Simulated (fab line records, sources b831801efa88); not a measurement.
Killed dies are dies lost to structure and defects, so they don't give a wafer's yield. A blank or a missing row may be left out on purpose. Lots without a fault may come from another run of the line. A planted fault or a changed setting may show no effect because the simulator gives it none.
Which tool did it? | flow gf180mcu | 13 lots, 39 wafers sampled, at 4 steps of a route of 602

WHAT THE GAUGES READ, wafer by wafer
GF_V1_THK_MEAS_01. Usual: V1_CVD_00_THK 600 nm, standard deviation 4.8.
lot  | measured     | on            | V1_CVD_00_THK (nm) | flag
L124 | day 17 04:36 | film_metro-03 | 605 603 605        |
L127 | day 18 06:35 | film_metro-01 | 596 603 601        |
L128 | day 18 20:18 | film_metro-03 | 598 601 594        |
L129 | day 19 01:13 | film_metro-01 | 608 601 610        |
L130 | day 19 10:54 | film_metro-03 | 595 596 598        |
L131 | day 19 23:43 | film_metro-04 | 595 597 598        |
L135 | day 21 10:56 | film_metro-03 | 596 603 600        |
L136 | day 21 13:55 | film_metro-03 | 594 593 599        |
L138 | day 22 09:35 | film_metro-03 | 603 601 596        |
L144 | day 24 17:23 | film_metro-04 | 603 601 598        |
L145 | day 24 20:42 | film_metro-01 | 609 607 602        |
L146 | day 25 10:53 | film_metro-03 | 597 608 604        |
L147 | day 25 14:05 | film_metro-03 | 598 599 602        |

GF_M2_RS_MEAS_05: measures by four-point-probe. Usual: M2_ALCU_RS 0.0697 ohm/sq, standard deviation 0.0007.
lot  | measured     | on            | M2_ALCU_RS (ohm/sq)  | flag
L124 | day 18 06:19 | film_metro-02 | 0.0691 0.0684 0.0697 |
L127 | day 19 09:13 | film_metro-03 | 0.0692 0.0700 0.0709 |
L128 | day 19 23:39 | film_metro-02 | 0.0703 0.0709 0.0713 |
L129 | day 20 04:01 | film_metro-01 | 0.0692 0.0696 0.0693 |
L130 | day 20 14:08 | film_metro-02 | 0.0693 0.0695 0.0697 |
L131 | day 21 02:16 | film_metro-01 | 0.0689 0.0694 0.0691 |
L135 | day 22 13:20 | film_metro-01 | 0.0691 0.0689 0.0699 |
L136 | day 22 15:37 | film_metro-01 | 0.0686 0.0683 0.0686 |
L138 | day 23 10:50 | film_metro-02 | 0.0702 0.0703 0.0701 |
L144 | day 25 17:20 | film_metro-01 | 0.0695 0.0700 0.0695 |
L145 | day 25 20:08 | film_metro-03 | 0.0686 0.0683 0.0686 |
L146 | day 26 10:49 | film_metro-03 | 0.0694 0.0698 0.0693 |
L147 | day 26 14:05 | film_metro-02 | 0.0700 0.0695 0.0697 |

WHICH TOOL RAN EACH LOT (tool, then ch and the chambers of the sampled wafers, then the start)
lot  | GF_V1_ETCH_17                                 | GF_M2_SPUTTER_01
L124 | rie_diel-02 ch 0,3, day 18 06:10 or earlier   | pvd_sputter-04, day 18 06:10
L127 | rie_diel-03 ch 1,2, day 19 09:05 or earlier   | pvd_sputter-04, day 19 09:05
L128 | rie_diel-01 ch 1,3, day 19 23:29 or earlier   | pvd_sputter-01, day 19 23:29
L129 | rie_diel-01 ch 0,2,3, day 20 03:54 or earlier | pvd_sputter-04, day 20 03:54
L130 | rie_diel-01 ch 0,1,2, day 20 14:00 or earlier | pvd_sputter-04, day 20 14:00
L131 | rie_diel-01 ch 1,2, day 21 02:06 or earlier   | pvd_sputter-01, day 21 02:06
L135 | rie_diel-01 ch 1,2, day 22 13:11 or earlier   | pvd_sputter-01, day 22 13:11
L136 | rie_diel-02 ch 0,1,2, day 22 15:28 or earlier | pvd_sputter-04, day 22 15:28
L138 | rie_diel-01 ch 0,1,2, day 23 10:43 or earlier | pvd_sputter-04, day 23 10:43
L144 | rie_diel-02 ch 0,1,3, day 25 17:13 or earlier | pvd_sputter-01, day 25 17:13
L145 | rie_diel-03 ch 0,1, day 25 19:59 or earlier   | pvd_sputter-01, day 25 19:59
L146 | rie_diel-01 ch 0,1,2, day 26 10:41 or earlier | pvd_sputter-01, day 26 10:41
L147 | rie_diel-01 ch 1,3, day 26 13:56 or earlier   | pvd_sputter-04, day 26 13:56
- GF_V1_ETCH_17: etches SiO2 in C4F8/O2/Ar, stops on TiN, target depth 630 nm.
- GF_M2_SPUTTER_01: material TiN, target thk 30 nm, time 25 s.

WHAT THE TOOLS THEMSELVES READ (means of the sampled wafers that have a number; where no wafer has one, the mark that the record gives instead)
GF_V1_ETCH_17. Usual: oes_product_au 0.856 a.u., standard deviation 0.0044.
lot  | tool        | oes_product_au (a.u.) | flag
L124 | rie_diel-02 | 0.853                 |
L127 | rie_diel-03 | 0.856                 |
L128 | rie_diel-01 | 0.858                 |
L129 | rie_diel-01 | 0.856                 |
L130 | rie_diel-01 | 0.858                 |
L131 | rie_diel-01 | 0.856                 |
L135 | rie_diel-01 | 0.855                 |
L136 | rie_diel-02 | 0.856                 |
L138 | rie_diel-01 | 0.858                 |
L144 | rie_diel-02 | 0.856                 |
L145 | rie_diel-03 | 0.856                 |
L146 | rie_diel-01 | 0.860                 |
L147 | rie_diel-01 | 0.857                 |

GF_M2_SPUTTER_01. Usual: chamber_pressure_pa 0.3999 Pa, standard deviation 0.00088; throttle_valve_pct 29.5 %, standard deviation 0.87.
lot  | tool           | chamber_pressure_pa (Pa) | throttle_valve_pct (%) | flag
L124 | pvd_sputter-04 | 0.4003                   | 29.3                   |
L127 | pvd_sputter-04 | 0.3989                   | 29.2                   |
L128 | pvd_sputter-01 | 0.4000                   | 30.2                   |
L129 | pvd_sputter-04 | 0.3998                   | 28.9                   |
L130 | pvd_sputter-04 | 0.4002                   | 29.7                   |
L131 | pvd_sputter-01 | 0.3994                   | 28.7                   |
L135 | pvd_sputter-01 | 0.3999                   | 30.0                   |
L136 | pvd_sputter-04 | 0.4861                   | 27.2                   | OFF
L138 | pvd_sputter-04 | 0.4869                   | 26.1                   | OFF
L144 | pvd_sputter-01 | 0.3999                   | 29.9                   |
L145 | pvd_sputter-01 | 0.4009                   | 29.0                   |
L146 | pvd_sputter-01 | 0.4005                   | 29.9                   |
L147 | pvd_sputter-04 | 0.3997                   | 29.3                   |

THE ANSWER, worked out from the rows above alone
Rule: a lot is off if the mean of its wafers that have a number lies more than 3 standard deviations from the usual mean. A lot without any number at a reading at which 4 lots or more have one is off too. The other lots that the step has rows for count as sound. The gauges are gone through in route order, then the tools' own readings, and for those a lot's mean is taken as printed above. The first step at which some lot is off is used, and at that step the reading that is off furthest; a lot without a number counts as furthest.
Off: L136, L138, at GF_M2_SPUTTER_01 (chamber_pressure_pa).
A tool fits if, at that step or a process step before it, it ran every lot that is off, and no sound lot after the first of them. GF_V1_ETCH_17 gives no start for some lots, so the hours and the order of its lots are those of GF_M2_SPUTTER_01. None of those tried fits.

WHAT THE SIMULATOR HAD PUT IN
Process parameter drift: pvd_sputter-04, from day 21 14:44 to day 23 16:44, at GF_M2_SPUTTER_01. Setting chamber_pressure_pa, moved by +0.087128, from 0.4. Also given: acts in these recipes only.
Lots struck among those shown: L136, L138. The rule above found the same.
